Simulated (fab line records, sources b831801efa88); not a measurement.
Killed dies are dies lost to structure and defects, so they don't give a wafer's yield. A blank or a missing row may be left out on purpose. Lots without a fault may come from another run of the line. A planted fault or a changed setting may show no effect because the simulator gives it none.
Which tool did it? | flow sky130 | 24 lots, 72 wafers sampled, at 5 steps of a route of 708

WHAT THE GAUGES READ, wafer by wafer
SKY_VIA1_CD_MEAS_12: target cd 150 nm.
lot  | measured     | on        | cd_nm (nm)
L074 | day 33 12:17 | cd_sem-02 | 149.9 151.1 149.0
L075 | day 33 23:08 | cd_sem-01 | 150.4 150.7 151.6
L076 | day 34 12:21 | cd_sem-01 | 152.8 150.3 150.7
L077 | day 34 18:25 | cd_sem-02 | 153.3 152.5 151.5
L079 | day 35 00:31 | cd_sem-01 | 147.0 147.2 150.2
L078 | day 35 04:32 | cd_sem-02 | 149.8 150.4 149.8
L080 | day 35 17:25 | cd_sem-01 | 149.6 148.6 148.0
L081 | day 36 05:02 | cd_sem-02 | 150.5 148.7 149.4
L082 | day 36 08:13 | cd_sem-02 | 150.5 151.2 149.8
L083 | day 36 12:37 | cd_sem-02 | 148.7 149.0 148.6
L084 | day 37 02:29 | cd_sem-02 | 149.5 150.3 149.4
L085 | day 37 09:50 | cd_sem-02 | 150.7 150.4 148.5
L086 | day 37 16:18 | cd_sem-01 | 147.1 148.1 147.7
L087 | day 37 17:16 | cd_sem-01 | 149.7 149.5 150.9
L088 | day 38 07:29 | cd_sem-02 | 149.5 148.7 148.1
L089 | day 38 09:28 | cd_sem-02 | 149.8 151.0 149.9
L090 | day 39 01:19 | cd_sem-02 | 149.3 149.7 149.6
L091 | day 39 03:41 | cd_sem-01 | 150.8 151.4 151.9
L092 | day 39 06:01 | cd_sem-01 | 153.4 151.2 151.8
L093 | day 39 13:44 | cd_sem-01 | 149.2 147.8 147.6
L094 | day 40 01:12 | cd_sem-02 | 152.3 152.7 151.2
L096 | day 40 08:26 | cd_sem-02 | 147.0 150.5 150.2
L095 | day 40 14:53 | cd_sem-02 | 149.3 149.2 148.4
L097 | day 40 23:32 | cd_sem-01 | 150.9 148.7 149.6

SKY_METAL4_OVL_MEAS_14.
lot  | measured     | on         | METAL4_OVL (nm)
L074 | day 41 06:36 | overlay-01 | -4 1 -2
L075 | day 41 18:28 | overlay-01 | 11 4 12
L076 | day 42 04:56 | overlay-02 | 0 2 4
L077 | day 42 08:09 | overlay-01 | -1 -6 5
L079 | day 42 20:40 | overlay-02 | -15 -3 -4
L078 | day 42 21:49 | overlay-02 | 12 9 10
L080 | day 43 06:16 | overlay-02 | -6 -12 -12
L081 | day 43 16:36 | overlay-02 | -7 0 -2
L082 | day 43 19:45 | overlay-01 | 5 8 11
L083 | day 44 00:38 | overlay-02 | 5 4 8
L084 | day 44 13:47 | overlay-02 | 5 1 2
L085 | day 44 19:38 | overlay-01 | 0 3 -4
L086 | day 45 00:44 | overlay-01 | -7 -5 -8
L087 | day 45 02:49 | overlay-02 | 2 6 -5
L088 | day 45 13:05 | overlay-02 | -2 1 7
L089 | day 45 13:46 | overlay-02 | 3 2 -1
L090 | day 46 04:48 | overlay-02 | 5 7 6
L091 | day 46 07:00 | overlay-02 | 0 -1 2
L092 | day 46 08:56 | overlay-02 | 5 3 5
L093 | day 46 13:34 | overlay-01 | -3 -8 0
L094 | day 46 23:55 | overlay-02 | -1 -9 -3
L096 | day 47 06:35 | overlay-02 | 6 0 -1
L095 | day 47 12:50 | overlay-01 | 6 4 -1
L097 | day 47 18:41 | overlay-02 | -1 -3 -7

SKY_PASSIVATION_THK_MEAS_01.
lot  | measured     | on            | PASSIVATION_CVD_00_THK (nm)
L074 | day 43 08:59 | film_metro-01 | 90.0 88.4 90.3
L075 | day 43 21:17 | film_metro-01 | 90.5 88.7 91.0
L076 | day 44 07:17 | film_metro-01 | 89.3 90.8 91.0
L077 | day 44 09:36 | film_metro-02 | 88.4 89.4 88.9
L079 | day 44 22:22 | film_metro-03 | 89.6 90.0 91.5
L078 | day 45 00:01 | film_metro-03 | 89.0 89.2 89.8
L080 | day 45 07:11 | film_metro-03 | 90.0 88.8 89.6
L081 | day 45 16:37 | film_metro-02 | 89.4 89.4 91.8
L082 | day 45 19:49 | film_metro-01 | 90.1 91.3 91.2
L083 | day 45 23:46 | film_metro-02 | 88.9 88.1 90.4
L084 | day 46 11:17 | film_metro-02 | 90.5 88.2 91.4
L085 | day 46 17:50 | film_metro-01 | 91.1 92.5 90.2
L086 | day 46 22:00 | film_metro-03 | 89.5 89.6 90.0
L087 | day 46 23:47 | film_metro-01 | 88.9 90.7 89.2
L088 | day 47 09:37 | film_metro-03 | 89.4 90.0 90.9
L089 | day 47 09:56 | film_metro-03 | 88.5 91.9 92.6
L090 | day 47 23:40 | film_metro-01 | 88.2 89.7 90.6
L091 | day 48 01:49 | film_metro-03 | 88.2 88.6 90.1
L092 | day 48 03:59 | film_metro-03 | 89.7 89.2 89.3
L093 | day 48 07:17 | film_metro-02 | 89.0 89.4 90.2
L094 | day 48 17:50 | film_metro-01 | 89.0 90.2 89.9
L096 | day 49 00:20 | film_metro-02 | 90.3 91.0 90.4
L095 | day 49 04:52 | film_metro-02 | 90.5 89.8 90.2
L097 | day 49 11:10 | film_metro-01 | 89.6 92.9 91.2

WHICH TOOL RAN EACH LOT (tool, then ch and the chambers of the sampled wafers, then the start)
lot  | SKY_CAP2M_METAL_ETCH_13           | SKY_METAL4_DESCUM_15
L074 | rie_metal-02 ch 0,1, day 40 05:55 | rie_metal-04 ch 0,1, day 41 06:38
L075 | rie_metal-04 ch 0,1, day 40 18:16 | rie_metal-02 ch 0,1, day 41 18:29
L076 | rie_metal-02 ch 0,1, day 41 04:40 | rie_metal-04 ch 1, day 42 04:58
L077 | rie_metal-04 ch 0,1, day 41 08:07 | rie_metal-02 ch 0,1, day 42 08:11
L079 | rie_metal-02 ch 0,1, day 41 20:53 | rie_metal-04 ch 0, day 42 20:41
L078 | rie_metal-04 ch 1, day 41 21:37   | rie_metal-02 ch 0,1, day 42 21:50
L080 | rie_metal-03 ch 1, day 42 05:42   | rie_metal-02 ch 0,1, day 43 06:17
L081 | rie_metal-02 ch 0,1, day 42 17:04 | rie_metal-01 ch 0,1, day 43 16:38
L082 | rie_metal-02 ch 0,1, day 42 19:25 | rie_metal-04 ch 0,1, day 43 19:47
L083 | rie_metal-04 ch 0,1, day 43 00:46 | rie_metal-01 ch 0,1, day 44 00:40
L084 | rie_metal-03 ch 0,1, day 43 14:13 | rie_metal-02 ch 1, day 44 13:49
L085 | rie_metal-03 ch 0, day 43 20:19   | rie_metal-02 ch 1, day 44 19:40
L086 | rie_metal-03 ch 0,1, day 44 01:25 | rie_metal-04 ch 0,1, day 45 00:46
L087 | rie_metal-04 ch 0,1, day 44 03:26 | rie_metal-02 ch 0,1, day 45 02:51
L088 | rie_metal-03 ch 0,1, day 44 15:16 | rie_metal-01 ch 0,1, day 45 13:07
L089 | rie_metal-02 ch 1, day 44 16:16   | rie_metal-04 ch 0,1, day 45 13:47
L090 | rie_metal-02 ch 0,1, day 45 07:04 | rie_metal-02 ch 0,1, day 46 04:50
L091 | rie_metal-02 ch 0,1, day 45 09:46 | rie_metal-02 ch 0,1, day 46 07:02
L092 | rie_metal-02 ch 0,1, day 45 11:46 | rie_metal-04 ch 0,1, day 46 08:58
L093 | rie_metal-02 ch 0,1, day 45 16:32 | rie_metal-04 ch 0,1, day 46 13:35
L094 | rie_metal-03 ch 0,1, day 46 02:52 | rie_metal-04 ch 0,1, day 46 23:56
L096 | rie_metal-03 ch 0,1, day 46 09:58 | rie_metal-04 ch 0,1, day 47 06:38
L095 | rie_metal-03 ch 0,1, day 46 15:46 | rie_metal-02 ch 0,1, day 47 12:53
L097 | rie_metal-04 ch 1, day 46 22:13   | rie_metal-01 ch 0, day 47 18:44
- SKY_CAP2M_METAL_ETCH_13: etches TiN in Cl2/BCl3, stops on SiO2, target depth 220 nm, time 62.9 s.
- SKY_METAL4_DESCUM_15: chemistry O2, time 8 s.

WHAT THE TOOLS THEMSELVES READ (means of the sampled wafers that have a number; where no wafer has one, the mark that the record gives instead)
SKY_CAP2M_METAL_ETCH_13.
lot  | tool         | drypump_motor_current_A (A) | oes_product_au (a.u.) | throttle_valve_pct (%)
L074 | rie_metal-02 | 5.1                         | 0.940                 | 21.897
L075 | rie_metal-04 | 5.8                         | 0.938                 | 21.904
L076 | rie_metal-02 | 5.1                         | 0.931                 | 21.907
L077 | rie_metal-04 | 5.8                         | 0.944                 | 21.901
L079 | rie_metal-02 | 5.1                         | 0.945                 | 21.903
L078 | rie_metal-04 | 6.0                         | 0.936                 | 21.907
L080 | rie_metal-03 | 6.7                         | 0.942                 | 21.909
L081 | rie_metal-02 | 5.1                         | 0.946                 | 21.893
L082 | rie_metal-02 | 4.9                         | 0.946                 | 21.903
L083 | rie_metal-04 | 5.8                         | 0.954                 | 21.900
L084 | rie_metal-03 | 5.8                         | 0.940                 | 21.893
L085 | rie_metal-03 | 5.4                         | 0.940                 | 21.896
L086 | rie_metal-03 | 5.8                         | 0.942                 | 21.897
L087 | rie_metal-04 | 5.8                         | 0.934                 | 21.896
L088 | rie_metal-03 | 5.8                         | 0.941                 | 21.900
L089 | rie_metal-02 | 4.8                         | 0.944                 | 21.899
L090 | rie_metal-02 | 5.1                         | 0.943                 | 21.900
L091 | rie_metal-02 | 4.9                         | 0.947                 | 21.905
L092 | rie_metal-02 | 5.1                         | 0.948                 | 21.910
L093 | rie_metal-02 | 5.1                         | 0.936                 | 21.904
L094 | rie_metal-03 | 5.8                         | 0.948                 | 21.894
L096 | rie_metal-03 | 5.8                         | 0.937                 | 21.901
L095 | rie_metal-03 | 6.3                         | 0.944                 | 21.901
L097 | rie_metal-04 | 6.0                         | 0.942                 | 21.900

SKY_METAL4_DESCUM_15.
lot  | tool         | drypump_motor_current_A (A) | oes_product_au (a.u.)
L074 | rie_metal-04 | 5.8                         | 0.996
L075 | rie_metal-02 | 5.1                         | 0.993
L076 | rie_metal-04 | 6.0                         | 1.005
L077 | rie_metal-02 | 4.9                         | 0.995
L079 | rie_metal-04 | 5.4                         | 1.001
L078 | rie_metal-02 | 4.9                         | 0.998
L080 | rie_metal-02 | 5.1                         | 0.999
L081 | rie_metal-01 | 6.0                         | 0.999
L082 | rie_metal-04 | 5.6                         | 1.002
L083 | rie_metal-01 | 6.1                         | 0.986
L084 | rie_metal-02 | 4.8                         | 0.987
L085 | rie_metal-02 | 4.8                         | 0.991
L086 | rie_metal-04 | 5.6                         | 0.994
L087 | rie_metal-02 | 4.9                         | 0.989
L088 | rie_metal-01 | 6.0                         | 0.994
L089 | rie_metal-04 | 5.8                         | 0.997
L090 | rie_metal-02 | 4.9                         | 0.994
L091 | rie_metal-02 | 5.1                         | 0.997
L092 | rie_metal-04 | 5.6                         | 0.989
L093 | rie_metal-04 | 5.6                         | 0.992
L094 | rie_metal-04 | 5.8                         | 1.007
L096 | rie_metal-04 | 5.6                         | 1.007
L095 | rie_metal-02 | 5.1                         | 0.999
L097 | rie_metal-01 | 6.0                         | 0.995

THE ANSWER, worked out from the rows above alone
Rule: what is usual is taken from the lots themselves. Put in order of their means at a reading, lots are off if they are a third of the lots or fewer, leave a main group of 4 or more, and stand apart from it by a gap of 3 or more times the standard deviation of the main group's means; of several such gaps the widest counts. A main group whose means are all the same, to the digits that the tables above print for the reading, isn't used. A lot without any number at a reading at which 4 lots or more have one is off too. The other lots that the step has rows for count as sound. The gauges are gone through in route order, then the tools' own readings, and for those a lot's mean is taken as printed above. The first step at which some lot is off is used, and at that step the reading that is off furthest; a lot without a number counts as furthest.
No lot is off at any reading shown: from this, nothing can be told.

WHAT THE SIMULATOR HAD PUT IN
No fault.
